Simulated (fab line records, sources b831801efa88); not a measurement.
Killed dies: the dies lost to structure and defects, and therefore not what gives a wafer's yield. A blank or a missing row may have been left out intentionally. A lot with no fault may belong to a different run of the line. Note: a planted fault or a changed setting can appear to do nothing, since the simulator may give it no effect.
fab line records	flow sky130
record lots=6	wafers=18	last-day=50
route steps=708 shown METAL2@489 PAD_OPEN@708
lots that met no fault: from a run of the same line without faults
start-h: hours from the record's opening day to when the first of the lot's shown wafers began	wait-h: hours elapsed since this lot's preceding step	" repeats the value in the row above	L1.1+2: several wafers, shown together as one row	- no value, or no start was given	* or withheld: withheld	< > ~ a bound
route shown NAME@n: a module of which the file shows steps, and the number in the route of the first	usual: mean and standard deviation over wafers with no fault	same: alike in all rows	chamber/n: place in a boat	sites: per-site readings	_std_site: how widely they spread, as a standard deviation	_edge_site: outer sites' mean less inner sites'	radius-mm: how far each site lies from the wafer's centre	mask NAME#n: copy n	behind: the tool/chamber that last shaped the wafer	hold: why the lot was held/for how many hours/how that ended	device: transistor that didn't switch, given as n, p or np	end of line: the tests these same wafers got at the end of their route	a step given without rows: its recipe and nothing more	killed: count of dies lost to structure and defects at first sort (not the wafer's yield)	map: shows each die of a wafer: x if killed, . if not, _ if none is there
set.NAME: setting as actually run; set.NAME@STEP: the setting as run at that earlier step	model.NAME: the simulator's own value behind a step, which no gauge read
certain route steps with their lots: each step a table, each wafer a row
services: when a tool's chamber went out of use (start-h, in hours from the record's first day, below 0 if earlier), for how many hours, and the reason
## steps
# step SKY_METAL2_THK_MEAS_06
# recipe thk-meas-gauge=xrf	reads=AlCu_of_METAL2_SPUTTER_02
# usual METAL2_ALCU_THK=251/3.2
lot.wafer	tool	chamber	start-h	wait-h	METAL2_ALCU_THK[nm]
L305.1	film-metro-03	-	797.65	0.1	249
L305.2	"	-	"	"	247
L305.5	"	-	"	"	246
L313.2	film-metro-02	-	850.36	0.1	252
L313.4	"	-	"	"	252
L313.6	"	-	"	"	253
L314.2	film-metro-01	-	854.04	0.1	253
L314.4	"	-	"	"	250
L314.6	"	-	"	"	248
L315.3	film-metro-01	-	860.52	0.1	251
L315.4	"	-	"	"	251
L315.5	"	-	"	"	250
L328.1	film-metro-02	-	959.83	0.1	254
L328.2	"	-	"	"	252
L328.4	"	-	"	"	255
L327.1	film-metro-02	-	961.12	0.1	249
L327.3	"	-	"	"	253
L327.4	"	-	"	"	250
# step SKY_METAL2_DEHYDRATE_07
# recipe temp-c=200	time-s=60
# step SKY_METAL2_HMDS_08
# recipe prime-time-s=60	prime-temp-c=120
# step SKY_METAL2_COAT_09
# recipe resist=BARC	temp-c=withheld	time-s=withheld	spin-rpm=3000	resist-thk-nm=60
# step SKY_METAL2_COAT_10
# recipe resist=KrF-thick	spin-rpm=3000	resist-thk-nm=450
# step SKY_METAL2_SOFTBAKE_11
# recipe temp-c=100	time-s=90	resist=KrF-thick
# step SKY_METAL2_EXPOSE_12
# recipe mask-id=MM2	na=0.8	source-shape=annular	sigma-inner=0.55	sigma-outer=0.85	target-cd-nm=140	dose-mj=28
# step SKY_METAL2_PEB_13
# recipe peb-temp-c=withheld	peb-time-s=withheld	resist=KrF-thick
# step SKY_METAL2_DEVELOP_14
# recipe develop-time-s=60	resist=KrF-thick	dev-temp-c=21
# step SKY_METAL2_CD_MEAS_15
# recipe target-cd-nm=140
# usual cd-nm=140.3/1.7
lot.wafer	tool	chamber	start-h	wait-h	cd-nm
L305.1	cd-sem-01	-	823.97	-	143.3
L305.2	"	-	"	"	140.4
L305.5	"	-	"	"	140.6
L313.2	cd-sem-02	-	875.74	-	140.9
L313.4	"	-	"	"	140.7
L313.6	"	-	"	"	139.1
L314.2	cd-sem-01	-	879.45	-	143.7
L314.4	"	-	"	"	142.3
L314.6	"	-	"	"	143.6
L315.3	cd-sem-02	-	886.16	-	138.5
L315.4	"	-	"	"	138.0
L315.5	"	-	"	"	139.3
L328.1	cd-sem-02	-	983.08	-	141.1
L328.2	"	-	"	"	142.3
L328.4	"	-	"	"	141.7
L327.1	cd-sem-02	-	984.23	-	140.6
L327.3	"	-	"	"	140.4
L327.4	"	-	"	"	140.3
# step SKY_METAL2_OVL_MEAS_16
# usual METAL2_OVL=-2/5.7
lot.wafer	tool	chamber	start-h	wait-h	METAL2_OVL[nm]
L305.1	overlay-01	-	824.09	0.1	-11
L305.2	"	-	"	"	-7
L305.5	"	-	"	"	-10
L313.2	overlay-01	-	875.85	0.1	-10
L313.4	"	-	"	"	-2
L313.6	"	-	"	"	-7
L314.2	overlay-02	-	879.56	0.1	-8
L314.4	"	-	"	"	1
L314.6	"	-	"	"	3
L315.3	overlay-01	-	886.26	0.1	-9
L315.4	"	-	"	"	-10
L315.5	"	-	"	"	-10
L328.1	overlay-01	-	983.20	0.1	8
L328.2	"	-	"	"	5
L328.4	"	-	"	"	4
L327.1	overlay-01	-	984.35	0.1	-5
L327.3	"	-	"	"	-9
L327.4	"	-	"	"	-6
# step SKY_METAL2_DESCUM_17
# recipe chemistry=O2	source-power-w=150	bias-power-w=0	pressure-mtorr=10	temp-c=40	time-s=8
# usual drypump-motor-current-A=5.65/0.087	oes-product-au=0.999/0.0077
lot.wafer	tool	chamber	start-h	wait-h	drypump-motor-current-A	oes-product-au	rf-hours-counter-h
L305.1	rie-metal-03	1	824.13	0.0	5.75	1.005	6
L305.2	"	0	"	"	5.61	1.007	9
L305.5	"	1	"	"	5.69	1.001	-
L313.2	rie-metal-03	1	875.88	0.0	5.74	0.992	8
L313.4	"	1	"	"	5.75	0.994	-
L313.6	"	1	"	"	5.73	0.987	-
L314.2	rie-metal-03	1	879.59	0.0	5.73	0.984	9
L314.4	"	1	"	"	5.74	0.990	-
L314.6	"	0	"	"	5.63	0.982	-
L315.3	rie-metal-04	1	886.29	0.0	5.46	0.999	-
L315.4	"	0	"	"	5.63	0.996	-
L315.5	"	1	"	"	5.48	1.007	-
L328.1	rie-metal-03	0	983.24	0.0	5.64	1.015	17
L328.2	"	1	"	"	5.73	0.998	14
L328.4	"	1	"	"	5.73	1.000	-
L327.1	rie-metal-04	1	984.39	0.0	5.52	0.987	3
L327.3	"	1	"	"	5.48	0.986	-
L327.4	"	0	"	"	5.61	1.000	-
# step SKY_METAL2_ETCH_18
# recipe chemistry=N2/H2	target=BARC	ion-energy-ev=200	bias-w=100	pressure-mtorr=30	n2-flow-sccm=100	h2-flow-sccm=200	icp-w=500	stop-on=SiO2	time-s=45.9	target-depth-a=600
# usual drypump-motor-current-A=5.66/0.089	oes-product-au=0.854/0.0048	throttle-valve-pct=13.224/0.0094
lot.wafer	tool	chamber	start-h	wait-h	drypump-motor-current-A	oes-product-au	rf-hours-counter-h	throttle-valve-pct	model.KrF-thick_of_METAL2_COAT_10.thk-nm	model.METAL2.cd-nm
L305.1	rie-metal-03	1	824.16	0.0	5.73	0.850	6	13.207	392.2	142.8
L305.2	"	0	"	"	5.67	0.866	9	13.236	392.9	141.1
L305.5	"	1	"	"	5.71	0.849	-	13.211	392.7	141.5
L313.2	rie-metal-03	1	875.91	0.0	5.77	0.855	8	13.226	391.9	140.9
L313.4	"	1	"	"	5.72	0.857	-	13.219	392.7	140.5
L313.6	"	1	"	"	5.78	0.861	-	13.230	367.3	134
L314.2	rie-metal-03	1	879.62	0.0	5.75	0.860	9	13.224	391.9	143.2
L314.4	"	1	"	"	5.81	0.852	-	13.222	392.1	141.6
L314.6	"	0	"	"	5.65	0.857	-	13.237	366.7	138.4
L315.3	rie-metal-04	1	886.33	0.0	5.48	0.846	-	13.215	390.3	138.8
L315.4	"	0	"	"	5.64	0.849	-	13.227	390.4	139.9
L315.5	"	1	"	"	5.51	0.859	-	13.216	392.2	138.5
L328.1	rie-metal-03	0	983.27	0.0	5.62	0.858	17	13.230	390.4	140.5
L328.2	"	1	"	"	5.72	0.858	14	13.214	391.1	141
L328.4	"	1	"	"	5.73	0.849	-	13.226	390	141.1
L327.1	rie-metal-04	1	984.42	0.0	5.50	0.859	3	13.231	391.6	140.2
L327.3	"	1	"	"	5.52	0.854	-	13.232	391.1	140.1
L327.4	"	0	"	"	5.65	0.854	-	13.221	390.6	140.5
# step SKY_METAL2_METAL_ETCH_19
# recipe target-depth-a=3600	stop-on=SiO2	over-etch-frac=0.3	time-s=78	chemistry=Cl2/BCl3	resist-sidewall-deg=88	pressure-mtorr=10	icp-w=900	bias-w=48.5	Cl2_flow_sccm=60	bcl3-flow-sccm=30
# usual drypump-motor-current-A=5.65/0.084	oes-product-au=0.856/0.0052	throttle-valve-pct=22.265/0.0095
lot.wafer	tool	chamber	start-h	wait-h	drypump-motor-current-A	oes-product-au	rf-hours-counter-h	throttle-valve-pct	model.KrF-thick_of_METAL2_COAT_10.thk-nm	model.METAL2.cd-nm
L305.1	rie-metal-03	1	824.23	0.0	5.67	0.859	6	22.269	157.4	142.5
L305.2	"	0	"	"	5.65	0.853	9	22.271	159.5	139.8
L305.5	"	1	"	"	5.69	0.861	-	22.271	157.8	141.5
L313.2	rie-metal-03	1	875.98	0.0	5.73	0.855	8	22.251	159.5	141.9
L313.4	"	1	"	"	5.70	0.854	-	22.259	159.4	141.7
L313.6	"	1	"	"	5.68	0.860	-	22.259	134.2	136
L314.2	rie-metal-03	1	879.68	0.0	5.74	0.852	9	22.265	157.5	143.5
L314.4	"	1	"	"	5.77	0.858	-	22.266	158.8	141.1
L314.6	"	0	"	"	5.65	0.862	-	22.257	131.6	137.4
L315.3	rie-metal-04	1	886.41	0.1	5.50	0.854	-	22.272	156.2	138.9
L315.4	"	0	"	"	5.63	0.854	-	22.266	155.4	138.7
L315.5	"	1	"	"	5.48	0.848	-	22.284	158.2	137.7
L328.1	rie-metal-03	0	983.33	0.0	5.63	0.852	17	22.274	154.4	140.1
L328.2	"	1	"	"	5.72	0.856	14	22.258	155.1	142.9
L328.4	"	1	"	"	5.75	0.864	-	22.260	155.1	144.1
L327.1	rie-metal-04	1	984.48	0.0	5.47	0.853	3	22.273	159.8	141.8
L327.3	"	1	"	"	5.48	0.860	-	22.291	160.4	141.4
L327.4	"	0	"	"	5.64	0.847	-	22.266	153.2	140.9
# step SKY_METAL2_STRIP_20
# recipe chemistry=O2/N2	power-w=1400	pressure-mtorr=1500	platen-temp-c=withheld	o2-flow-sccm=3000	n2-flow-sccm=300	overash-fraction=0.5
# usual drypump-motor-current-A=5.73/0.25	o2-flow-sccm=3002/8.3	oes-product-au=0.343/0.0046	strip-time-to-endpoint-s=2.691/0.027
lot.wafer	tool	chamber	start-h	wait-h	drypump-motor-current-A	o2-flow-sccm	oes-product-au	rf-hours-counter-h	strip-time-to-endpoint-s
L305.1	plasma-asher-04	1	824.32	0.1	5.69	3015	0.345	39	2.686
L305.2	"	0	"	"	5.70	2996	0.346	39	2.715
L305.5	"	1	"	"	5.69	3005	0.343	-	2.678
L313.2	plasma-asher-04	0	876.07	0.1	5.73	2991	0.340	44	2.708
L313.4	"	1	"	"	5.71	3004	0.336	-	2.707
L313.6	"	1	"	"	5.71	2994	0.333	-	2.437
L314.2	plasma-asher-04	1	879.77	0.1	5.72	2992	0.341	45	2.688
L314.4	"	0	"	"	5.73	3010	0.337	-	2.695
L314.6	"	0	"	"	5.73	3015	0.329	-	2.399
L315.3	plasma-asher-02	1	886.50	0.1	6.03	3006	0.343	-	2.658
L315.4	"	0	"	"	5.27	2998	0.337	-	2.647
L315.5	"	1	"	"	6.04	3013	0.342	-	2.693
L328.1	plasma-asher-01	0	983.42	0.1	5.69	3006	0.343	24	2.653
L328.2	"	1	"	"	5.91	3004	0.346	24	2.635
L328.4	"	0	"	"	5.69	3003	0.331	-	2.645
L327.1	plasma-asher-02	0	984.57	0.1	5.28	3011	0.341	83	2.704
L327.3	"	1	"	"	6.05	3004	0.355	-	2.696
L327.4	"	0	"	"	5.27	3007	0.342	-	2.647
# step SKY_METAL2_STRIP_21
# recipe chemistry=post-etch-residue-remover	time-s=1200	temp-c=72.5
# step SKY_PAD_OPEN_PROBE_99
# usual defect-limited-yield=82.5/1.9	killed_at_M0_to_M3=44/7.2	killed_at_M4_up=3.1/1.7	killed-at-contacts=25/5.1	killed-at-front-end=14/4.6	killed-at-other=0.3/0.59	killed-dies=86/9.6	killed-open=47/7.4	killed-short=39/6	sort_bin_3_pad_short=0.8/0.4	sort_bin_5_function=10.4/1.5	sort_bin_6_memory=6.2/1.1	sort-n-pass=406/9.6	sort-yield-pct=82.5/1.9
# same gross-dies=492	killed-at-back-side=0	sort_bin_4_leakage[%]=0	sort_bin_8_speed[%]=0
lot.wafer	tool	chamber	start-h	wait-h	defect-limited-yield[%]	killed_at_M0_to_M3	killed_at_M4_up	killed-at-contacts	killed-at-front-end	killed-at-other	killed-dies	killed-open	killed-short	sort_bin_3_pad_short[%]	sort_bin_5_function[%]	sort_bin_6_memory[%]	sort-n-pass	sort-yield-pct[%]	model.etest.met2.width-nm	model.etest.met2.line-ohm-um
L305.1	prober-01	-	1076.70	0.1	81.7	42	5	27	16	0	90	48	42	0.8	10.8	6.7	402	81.7	142.5	0.8915
L305.2	prober-01	-	1076.75	0.1	81.9	35	5	26	23	0	89	45	44	0.6	11.4	6.1	403	81.9	135.1	0.9466
L305.5	prober-01	-	1076.90	0.2	80.5	48	3	28	17	0	96	60	36	1.4	11.4	6.7	396	80.5	142	0.9014
L313.2	prober-02	-	1118.00	0.1	85.2	36	2	26	9	0	73	43	30	0.6	8.5	5.7	419	85.2	142.3	0.8982
L313.4	prober-02	-	1118.10	0.2	79.7	52	4	28	16	0	100	60	40	1.0	12.2	7.1	392	79.7	141	0.9009
L313.6	prober-02	-	1118.20	0.2	82.9	45	3	22	14	0	84	54	30	1.0	11.4	4.7	408	82.9	132.8	0.9578
L314.2	prober-01	-	1120.65	0.1	84.1	39	3	19	16	1	78	42	36	0.8	7.7	7.3	414	84.1	144	0.8846
L314.4	prober-01	-	1120.75	0.2	83.7	39	0	31	10	0	80	46	34	0.4	9.3	6.5	412	83.7	141.2	0.9197
L314.6	prober-01	-	1120.85	0.2	81.9	43	5	27	14	0	89	55	34	0.2	12.0	5.9	403	81.9	140.2	0.9239
L315.3	prober-02	-	1125.90	0.2	80.7	49	2	29	15	0	95	55	40	0.4	13.6	5.3	397	80.7	137.5	0.9303
L315.4	prober-02	-	1125.95	0.2	84.3	33	3	25	16	0	77	44	33	0.6	9.1	5.9	415	84.3	138.4	0.9353
L315.5	prober-02	-	1126.00	0.2	81.5	35	2	33	19	2	91	53	38	0.2	10.0	8.3	401	81.5	140.1	0.9153
L328.1	prober-02	-	1195.45	0.1	80.3	42	4	34	16	1	97	51	46	1.0	10.8	7.9	395	80.3	138.8	0.9184
L328.2	prober-02	-	1195.50	0.1	84.3	38	5	19	15	0	77	37	40	0.4	11.0	4.3	415	84.3	143.5	0.8939
L328.4	prober-02	-	1195.60	0.2	83.1	39	4	21	19	0	83	42	41	0.8	11.0	5.1	409	83.1	141.3	0.9062
L327.1	prober-01	-	1195.96	0.1	85.0	36	5	25	8	0	74	47	27	0.6	11.4	3.0	418	85.0	142.1	0.9033
L327.3	prober-01	-	1196.06	0.2	82.5	46	4	28	8	0	86	43	43	0.6	10.0	6.9	406	82.5	140.1	0.9129
L327.4	prober-01	-	1196.11	0.2	85.2	32	4	28	9	0	73	35	38	1.6	8.7	4.5	419	85.2	140.5	0.9084
# killed by level:class
L305.1 VIA2:geometric-particle:open=8 VIA1:geometric-particle:short=7 LI_CONTACT:geometric-particle:open=7 CONTACT:geometric-particle:open=7 CONTACT:geometric-particle:short=6 VIA1:geometric-particle:open=6 METAL2:geometric-particle:short=5 METAL1:geometric-particle:short=5
L305.2 VIA2:geometric-particle:open=9 LI_CONTACT:geometric-particle:open=8 FIELD_ISO:geometric-particle:short=7 CONTACT:geometric-particle:open=7 FIELD_ISO:geometric-particle:open=6 POLY_GATE:geometric-particle:short=6 METAL1:geometric-particle:short=6 VIA1:geometric-particle:open=5
L305.5 VIA1:geometric-particle:open=13 CONTACT:geometric-particle:open=11 LI_CONTACT:geometric-particle:open=9 VIA2:geometric-particle:open=8 VIA3:geometric-particle:open=8 CONTACT:geometric-particle:short=5 METAL1:geometric-particle:short=5 METAL2:geometric-particle:short=5
L313.2 CONTACT:geometric-particle:open=13 VIA1:geometric-particle:open=10 METAL2:geometric-particle:short=10 LI_CONTACT:geometric-particle:open=7 LOCAL_INTERCONNECT:geometric-particle:short=3 METAL1:geometric-particle:short=3 VIA1:geometric-particle:short=3 VIA2:geometric-particle:open=3
L313.4 VIA1:geometric-particle:open=17 CONTACT:geometric-particle:open=12 LI_CONTACT:geometric-particle:open=8 METAL1:geometric-particle:short=8 FIELD_ISO:geometric-particle:open=5 VIA1:geometric-particle:short=5 METAL2:geometric-particle:short=5 SPACER:geometric-particle:short=4
L313.6 VIA1:geometric-particle:open=15 CONTACT:geometric-particle:open=10 VIA3:geometric-particle:open=9 VIA2:geometric-particle:open=7 LI_CONTACT:geometric-particle:open=6 POLY_GATE:geometric-particle:short=5 METAL2:geometric-particle:short=5 FIELD_ISO:geometric-particle:open=4
L314.2 CONTACT:geometric-particle:open=8 VIA3:geometric-particle:open=8 LI_CONTACT:geometric-particle:open=6 VIA1:geometric-particle:open=6 FIELD_ISO:geometric-particle:open=5 POLY_GATE:geometric-particle:short=5 VIA3:geometric-particle:short=5 METAL2:geometric-particle:short=4
L314.4 LI_CONTACT:geometric-particle:open=10 VIA1:geometric-particle:open=10 CONTACT:geometric-particle:open=8 METAL1:geometric-particle:short=8 CONTACT:geometric-particle:short=7 VIA2:geometric-particle:open=5 FIELD_ISO:geometric-particle:open=4 VIA1:geometric-particle:short=4
L314.6 LI_CONTACT:geometric-particle:open=9 CONTACT:geometric-particle:open=8 VIA3:geometric-particle:open=8 VIA2:geometric-particle:open=8 VIA1:geometric-particle:open=7 FIELD_ISO:geometric-particle:open=5 VIA3:geometric-particle:short=5 LOCAL_INTERCONNECT:geometric-particle:short=5
L315.3 VIA1:geometric-particle:open=13 CONTACT:geometric-particle:open=10 LI_CONTACT:geometric-particle:open=9 VIA3:geometric-particle:short=6 VIA2:geometric-particle:open=5 METAL1:geometric-particle:short=5 VIA1:geometric-particle:short=5 METAL2:geometric-particle:short=5
L315.4 VIA1:geometric-particle:open=10 CONTACT:geometric-particle:open=9 FIELD_ISO:geometric-particle:short=6 LI_CONTACT:geometric-particle:open=6 FIELD_ISO:geometric-particle:open=5 METAL1:geometric-particle:short=5 VIA2:geometric-particle:open=5 VIA3:geometric-particle:open=5
L315.5 CONTACT:geometric-particle:open=9 LI_CONTACT:geometric-particle:open=8 CONTACT:geometric-particle:short=7 VIA1:geometric-particle:open=7 VIA2:geometric-particle:open=7 METAL1:geometric-particle:short=5 VIA3:geometric-particle:open=5 FIELD_ISO:geometric-particle:short=4
L328.1 CONTACT:geometric-particle:open=13 LI_CONTACT:geometric-particle:open=10 METAL1:geometric-particle:short=10 LOCAL_INTERCONNECT:geometric-particle:short=7 VIA3:geometric-particle:open=6 VIA1:geometric-particle:open=5 VIA2:geometric-particle:open=5 VIA2:geometric-particle:short=4
L328.2 LI_CONTACT:geometric-particle:open=9 VIA2:geometric-particle:open=8 VIA3:geometric-particle:short=7 POLY_GATE:geometric-particle:short=5 METAL2:geometric-particle:short=5 POLY_GATE:geometric-particle:open=4 CONTACT:geometric-particle:open=4 METAL1:geometric-particle:short=4
L328.4 LI_CONTACT:geometric-particle:open=11 METAL1:geometric-particle:short=8 VIA1:geometric-particle:open=8 POLY_GATE:geometric-particle:short=7 VIA1:geometric-particle:short=7 VIA2:geometric-particle:open=6 FIELD_ISO:geometric-particle:open=5 METAL4:geometric-particle:short=4
L327.1 LI_CONTACT:geometric-particle:open=13 VIA2:geometric-particle:open=7 VIA1:geometric-particle:open=7 VIA3:geometric-particle:open=6 CONTACT:geometric-particle:open=5 METAL1:geometric-particle:short=4 VIA1:geometric-particle:short=4 POLY_GATE:geometric-particle:short=3
L327.3 VIA2:geometric-particle:open=10 LI_CONTACT:geometric-particle:open=10 VIA1:geometric-particle:open=10 CONTACT:geometric-particle:open=8 VIA1:geometric-particle:short=6 METAL2:geometric-particle:short=6 LI_CONTACT:geometric-particle:short=5 VIA3:geometric-particle:short=5
L327.4 LI_CONTACT:geometric-particle:open=11 VIA1:geometric-particle:open=8 LOCAL_INTERCONNECT:geometric-particle:short=7 METAL1:geometric-particle:short=6 CONTACT:geometric-particle:short=5 VIA2:geometric-particle:open=5 VIA3:geometric-particle:open=4 METAL4:geometric-particle:short=4
## services
tool	chamber	start-h	hours	kind
rie-metal-03	1	807.25	12.8	repair
rie-metal-04	0	830.44	20.5	repair
plasma-asher-04	-	860.75	1.0	repair
rie-metal-04	1	886.57	9.0	repair
rie-metal-03	-	886.91	5.7	repair
rie-metal-04	1	919.21	-	clean
rie-metal-04	1	919.21	14.0	scheduled-down
rie-metal-04	1	919.21	14.0	vent-cycle
rie-metal-03	1	926.56	4.8	repair
plasma-asher-02	-	939.47	6.1	repair
rie-metal-04	0	953.71	1.1	repair
plasma-asher-04	-	983.76	3.4	repair
## key
first-sign step=SKY_METAL2_STRIP_20	reading=strip-time-to-endpoint-s	direction=down	sigmas=10	usual=*	struck=*
effect step=SKY_METAL2_STRIP_20	reading=oes-product-au	direction=down	sigmas=2.6	usual=0.343	struck=0.331
model-effect step=SKY_METAL2_ETCH_18	value=KrF-thick_of_METAL2_COAT_10.thk-nm	without=392	struck=367
model-effect step=SKY_METAL2_METAL_ETCH_19	value=KrF-thick_of_METAL2_COAT_10.thk-nm	without=157.9	struck=132.9
model-effect step=SKY_PAD_OPEN_PROBE_99	value=etest.met2.width-nm	without=141.5	struck=136.5
met-at SKY_METAL2_ETCH_18
struck-wafers L313.6,L314.6
onset-between 824.16 875.91
fault kind=process-parameter-drift	tool=rie-metal-03	chamber=-	onset-h=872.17	steps=SKY_METAL2_ETCH_18	channel=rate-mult	offset=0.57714	shape=step	end-h=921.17	scope=struck-wafers-only
